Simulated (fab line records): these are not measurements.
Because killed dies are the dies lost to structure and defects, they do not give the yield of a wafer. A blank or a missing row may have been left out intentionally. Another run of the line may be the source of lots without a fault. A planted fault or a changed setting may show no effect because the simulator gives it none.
Comparing a struck lot with a sound one :: flow sky130 :: 17 out of 708 route steps
Sound: the wafers L348.1, L348.2, L348.3. Wafers L358.1, L358.3, L358.5 were the ones struck. The cause comes at the end.
Order at every step that has rows: each side's tool, ch and its chambers, its first start. Under that, the readings that differ: sound wafers :: struck wafers :: difference of the means :: sigmas: that difference in standard deviations of wafers without a fault.
alike: a reading whose means differ by less than 2 such deviations, as well as words and numbers matching on both sides. not compared: withheld readings; readings where some wafer has no value; bounds like >300 that might hide an equal value; numbers whose values overlap and for which the record gives no deviation.
A row with sigmas, a row that says differs or no value, or rows on one side alone: a step with any of these is where the two part. Numbers that have no deviation but don't overlap get no sigmas and don't part them. Lack of a reading on every wafer of one side parts them only where that side has two or more wafers.

first, 2 steps without rows for these wafers: SKY_CONTACT_PEB_12; SKY_CONTACT_DEVELOP_13 (develop time 60 s).
SKY_CONTACT_CD_MEAS_14 targets a cd of 170 nm.
  sound on cd sem-01 at day 34 16:32; struck on cd sem-02 at day 37 10:56
  alike: cd nm
SKY_CONTACT_OVL_MEAS_15:
  sound on overlay-02 at day 34 16:40; struck on overlay-02 at day 37 11:04
  alike: CONTACT_OVL
SKY_CONTACT_ETCH_16: etches BARC in N2/H2, stops on SiO2, time 45.9 s, target depth 60 nm.
  sound on rie diel-01 ch 1,2,3, day 34 16:42; struck on rie diel-04 ch 0,2,3, day 37 11:06
  alike: drypump motor current A, oes product au, rf fwd power W, throttle valve pct
  not compared: rf hours counter h
SKY_CONTACT_ETCH_17: etches SiO2 in C4F8/O2/Ar, stops on Si3N4, target depth 340 nm.
  sound on rie diel-01 ch 1,2,3, day 34 16:44; struck on rie diel-04 ch 0,2,3, day 37 11:08
  alike: oes product au, rf fwd power W
SKY_CONTACT_ETCH_18: etches Si3N4 in CHF3/O2, stops on TiN, time 39 s, target depth 75 nm.
  sound on rie diel-01 ch 1,2,3; struck on rie diel-04 ch 0,2,3
  alike: O2_flow_sccm, drypump motor current A, oes product au, rf fwd power W, throttle valve pct
  not compared: rf hours counter h
SKY_CONTACT_STRIP_19: strips in O2/N2.
  sound on plasma asher-01 ch 0,1, day 34 16:50; struck on plasma asher-03 ch 1, day 37 11:14
reading: strip time to endpoint s (s)
sound: 3.667 3.656 3.683
struck: 3.642 3.590 3.586
difference: -0.063
sigmas: -2
  alike: drypump motor current A, oes product au
  not compared: rf hours counter h
then, 3 steps without rows for these wafers: SKY_CONTACT_STRIP_20 (strips in post etch residue remover, time 1200 s); SKY_CONTACT_CLEAN_21 (cleans in IPA, time 180 s); SKY_CONTACT_CLEAN_22 (cleans in O3/DIW).
SKY_CONTACT_SPUTTER_23: material TiN, target thk 20 nm, time 80 s.
  sound on pvd sputter-01 at day 34 17:25; struck on pvd sputter-01 at day 37 11:49
  alike: throttle valve pct
SKY_CONTACT_CVD_24: deposits W, target thk 340 nm, time 102.12 s.
  sound on cvd w-02 ch 0,1, day 34 17:29; struck on cvd w-02 ch 0,1, day 37 11:53
  no value came back on the struck wafers for chamber pressure Torr (Torr), heater power outer w (W), heater power w (W); on the sound wafers chamber pressure Torr (Torr) reads 40.07 40.08 39.99
  not compared: since wet clean h
SKY_CONTACT_RS_MEAS_25: measures by four-point-probe.
  sound on film metro-04 at day 34 17:35; struck on film metro-03 at day 37 11:59
reading: CONTACT_W_RS (ohm/sq)
sound: 0.345 0.341 0.341
struck: 58.636 57.537 58.668
difference: +57.938
sigmas: +99 or more
SKY_CONTACT_THK_MEAS_26: measures by xrf.
  sound on film metro-04 at day 34 17:43; struck on film metro-03 at day 37 12:07
  not compared: CONTACT_W_THK
SKY_CONTACT_CMP_27: polishes, stops on SiO2, t overpolish 15 s, target thk 0 nm.
  sound on cmp-02 ch 0,1,3, day 34 17:57; struck on cmp-02 ch 0,1,3, day 37 12:13
reading: time to endpoint s (s)
sound: 81 83 84
struck: 4 4 7
difference: -78
sigmas: -22
  alike: motor current A
-- the record jumps here: 13 days lie between the struck wafers' starts before and after (it left off in module CONTACT and takes up again in module PAD_OPEN, whose first step shown is number 708 of the route) --
SKY_PAD_OPEN_PROBE_99:
  sound on prober-01 at day 48 04:40; struck on prober-01 at day 50 05:09
reading: killed at contacts
sound: 23 31 18
struck: 432 420 426
difference: +402
sigmas: +74

reading: killed dies
sound: 88 85 92
struck: 492 492 492
difference: +404
sigmas: +43

reading: killed on rim
sound: 16 17 16
struck: 96 96 96
difference: +80
sigmas: +22
  alike: killed_at_M0_to_M3, killed_at_M4_up, killed at front end, killed at other, killed open, killed short

== WHERE THEY PART ==
First at SKY_CONTACT_STRIP_19; last, within this record, at SKY_PAD_OPEN_PROBE_99.

WHY: the cause the simulator had injected
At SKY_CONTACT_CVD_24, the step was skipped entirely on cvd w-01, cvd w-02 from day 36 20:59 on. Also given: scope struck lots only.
